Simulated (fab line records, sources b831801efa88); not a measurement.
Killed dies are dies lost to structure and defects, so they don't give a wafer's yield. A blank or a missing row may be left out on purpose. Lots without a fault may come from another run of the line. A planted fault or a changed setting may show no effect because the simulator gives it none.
Which tool did it? | flow gf180mcu | 12 lots, 36 wafers sampled, at 4 steps of a route of 602

WHAT THE GAUGES READ, wafer by wafer
GF_TOP_METAL_RS_MEAS_05: measures by four-point-probe. Usual: TOP_METAL_ALCU_RS 0.0327 ohm/sq, standard deviation 0.00038.
lot  | measured     | on            | TOP_METAL_ALCU_RS (ohm/sq) | flag
L931 | day 27 21:30 | film_metro-03 | 0.0324 0.0323 0.0327       |
L932 | day 28 02:09 | film_metro-03 | 0.0333 0.0328 0.0329       |
L933 | day 28 06:32 | film_metro-02 | 0.0332 0.0329 0.0337       |
L934 | day 28 13:05 | film_metro-04 | 0.0329 0.0326 0.0334       |
L935 | day 29 06:03 | film_metro-04 | 0.0324 0.0325 0.0321       |
L936 | day 29 15:43 | film_metro-03 | 0.0326 0.0321 0.0327       |
L937 | day 29 16:24 | film_metro-02 | 0.0326 0.0321 0.0320       |
L938 | day 29 19:16 | film_metro-04 | 0.0325 0.0329 0.0323       |
L944 | day 31 11:11 | film_metro-04 | 0.0326 0.0327 0.0327       |
L946 | day 32 08:17 | film_metro-03 | 0.0330 0.0335 0.0331       |
L945 | day 32 08:34 | film_metro-02 | 0.0322 0.0328 0.0327       |
L950 | day 33 03:45 | film_metro-03 | 0.0329 0.0326 0.0332       |

WHICH TOOL RAN EACH LOT (tool, then ch and the chambers of the sampled wafers, then the start)
lot  | GF_V1_CMP_26                  | GF_V5_STRIP_18                       | GF_TOP_METAL_SPUTTER_04
L931 | cmp-01 ch 1,2,3, day 18 19:40 | plasma_asher-01 ch 0,1, day 27 20:03 | pvd_sputter-03, day 27 21:28
L932 | cmp-02 ch 0,1,2, day 19 03:28 | plasma_asher-04 ch 0,1, day 28 00:42 | pvd_sputter-02, day 28 02:07
L933 | cmp-01 ch 0,1,3, day 19 10:22 | plasma_asher-02 ch 0,1, day 28 05:03 | pvd_sputter-02, day 28 06:30
L934 | cmp-02 ch 0,1,3, day 19 17:09 | plasma_asher-04 ch 0,1, day 28 11:35 | pvd_sputter-02, day 28 13:03
L935 | cmp-01 ch 0,3, day 20 13:31   | plasma_asher-01 ch 0,1, day 29 04:35 | pvd_sputter-03, day 29 05:59
L936 | cmp-01 ch 0,2,3, day 21 00:59 | plasma_asher-01 ch 1, day 29 14:14   | pvd_sputter-03, day 29 15:40
L937 | cmp-01 ch 1,3, day 21 02:47   | plasma_asher-01 ch 0,1, day 29 14:56 | pvd_sputter-03, day 29 16:22
L938 | cmp-01 ch 1,2, day 21 06:18   | plasma_asher-02 ch 0,1, day 29 17:45 | pvd_sputter-01, day 29 19:13
L944 | cmp-01 ch 0,2,3, day 23 11:11 | plasma_asher-02 ch 0,1, day 31 09:43 | pvd_sputter-01, day 31 11:07
L946 | cmp-01 ch 0,2,3, day 24 10:27 | plasma_asher-02 ch 0,1, day 32 06:25 | pvd_sputter-03, day 32 08:14
L945 | cmp-01 ch 0,2,3, day 24 12:45 | plasma_asher-01 ch 1, day 32 07:05   | pvd_sputter-02, day 32 08:32
L950 | cmp-02 ch 0,1,2, day 25 15:02 | plasma_asher-02 ch 0,1, day 33 02:18 | pvd_sputter-02, day 33 03:43
- GF_V1_CMP_26: polishes, stops on SiO2, t overpolish 15.68 s, target thk 0 nm.
- GF_V5_STRIP_18: strips in O2/N2.
- GF_TOP_METAL_SPUTTER_04: material TiN, target thk 25 nm, time 20.8 s.

WHAT THE TOOLS THEMSELVES READ (means of the sampled wafers that have a number; where no wafer has one, the mark that the record gives instead)
GF_V1_CMP_26. Usual: head_pressure_psi 3.500 psi, standard deviation 0.0085; motor_current_A 11.3 A, standard deviation 1.1; overpolish_run_s 15.679 s, standard deviation 0.0095; platen_rpm 60.00 rpm, standard deviation 0.039; time_to_endpoint_s 85 s, standard deviation 3.9.
lot  | tool   | head_pressure_psi (psi) | motor_current_A (A) | overpolish_run_s (s) | platen_rpm (rpm) | time_to_endpoint_s (s) | flag
L931 | cmp-01 | 3.496                   | 10.8                | 15.684               | 60.01            | 86                     |
L932 | cmp-02 | 3.489                   | 11.7                | 15.678               | 59.99            | 88                     |
L933 | cmp-01 | 3.504                   | 11.3                | 15.675               | 59.97            | 84                     |
L934 | cmp-02 | 3.493                   | 10.8                | 15.668               | 60.02            | 85                     |
L935 | cmp-01 | 3.490                   | 11.9                | 15.676               | 60.05            | 84                     |
L936 | cmp-01 | 3.504                   | 11.3                | 15.688               | 60.01            | 81                     |
L937 | cmp-01 | 3.501                   | 10.5                | 15.685               | 59.99            | 81                     |
L938 | cmp-01 | 3.498                   | 10.7                | 15.678               | 59.99            | 85                     |
L944 | cmp-01 | 3.497                   | 11.6                | 15.679               | 60.01            | 89                     |
L946 | cmp-01 | 3.508                   | 11.3                | 15.679               | 60.02            | 87                     |
L945 | cmp-01 | 3.505                   | 11.2                | 15.689               | 59.97            | 90                     |
L950 | cmp-02 | 3.502                   | 12.2                | 15.684               | 59.97            | 82                     |

GF_V5_STRIP_18. Usual: drypump_motor_current_A 5.6 A, standard deviation 0.44; heater_power_w 356 W, standard deviation 33; oes_product_au 0.567 a.u., standard deviation 0.0049.
lot  | tool            | drypump_motor_current_A (A) | heater_power_w (W) | oes_product_au (a.u.) | flag
L931 | plasma_asher-01 | 5.2                         | 342                | 0.564                 |
L932 | plasma_asher-04 | 5.8                         | 342                | 0.567                 |
L933 | plasma_asher-02 | 5.8                         | 394                | 0.569                 |
L934 | plasma_asher-04 | 5.8                         | 336                | 0.568                 |
L935 | plasma_asher-01 | 5.5                         | 343                | 0.569                 |
L936 | plasma_asher-01 | 5.9                         | 350                | 0.568                 |
L937 | plasma_asher-01 | 5.5                         | 342                | 0.567                 |
L938 | plasma_asher-02 | 5.8                         | 398                | 0.565                 |
L944 | plasma_asher-02 | 5.7                         | 371                | 0.568                 |
L946 | plasma_asher-02 | 5.8                         | 404                | 0.572                 |
L945 | plasma_asher-01 | 5.9                         | 350                | 0.571                 |
L950 | plasma_asher-02 | 5.9                         | 397                | 0.565                 |

GF_TOP_METAL_SPUTTER_04. Usual: throttle_valve_pct 30.1 %, standard deviation 0.82.
lot  | tool           | throttle_valve_pct (%) | flag
L931 | pvd_sputter-03 | 29.5                   |
L932 | pvd_sputter-02 | 29.3                   |
L933 | pvd_sputter-02 | 29.9                   |
L934 | pvd_sputter-02 | 29.5                   |
L935 | pvd_sputter-03 | 30.3                   |
L936 | pvd_sputter-03 | 29.7                   |
L937 | pvd_sputter-03 | 29.5                   |
L938 | pvd_sputter-01 | 30.8                   |
L944 | pvd_sputter-01 | 30.5                   |
L946 | pvd_sputter-03 | 30.0                   |
L945 | pvd_sputter-02 | 29.0                   |
L950 | pvd_sputter-02 | 29.2                   |

THE ANSWER, worked out from the rows above alone
Rule: a lot is off if the mean of its wafers that have a number lies more than 3 standard deviations from the usual mean. A lot without any number at a reading at which 4 lots or more have one is off too. The other lots that the step has rows for count as sound. The gauges are gone through in route order, then the tools' own readings, and for those a lot's mean is taken as printed above. The first step at which some lot is off is used, and at that step the reading that is off furthest; a lot without a number counts as furthest.
No lot is off at any reading shown: from this, nothing can be told.

WHAT THE SIMULATOR HAD PUT IN
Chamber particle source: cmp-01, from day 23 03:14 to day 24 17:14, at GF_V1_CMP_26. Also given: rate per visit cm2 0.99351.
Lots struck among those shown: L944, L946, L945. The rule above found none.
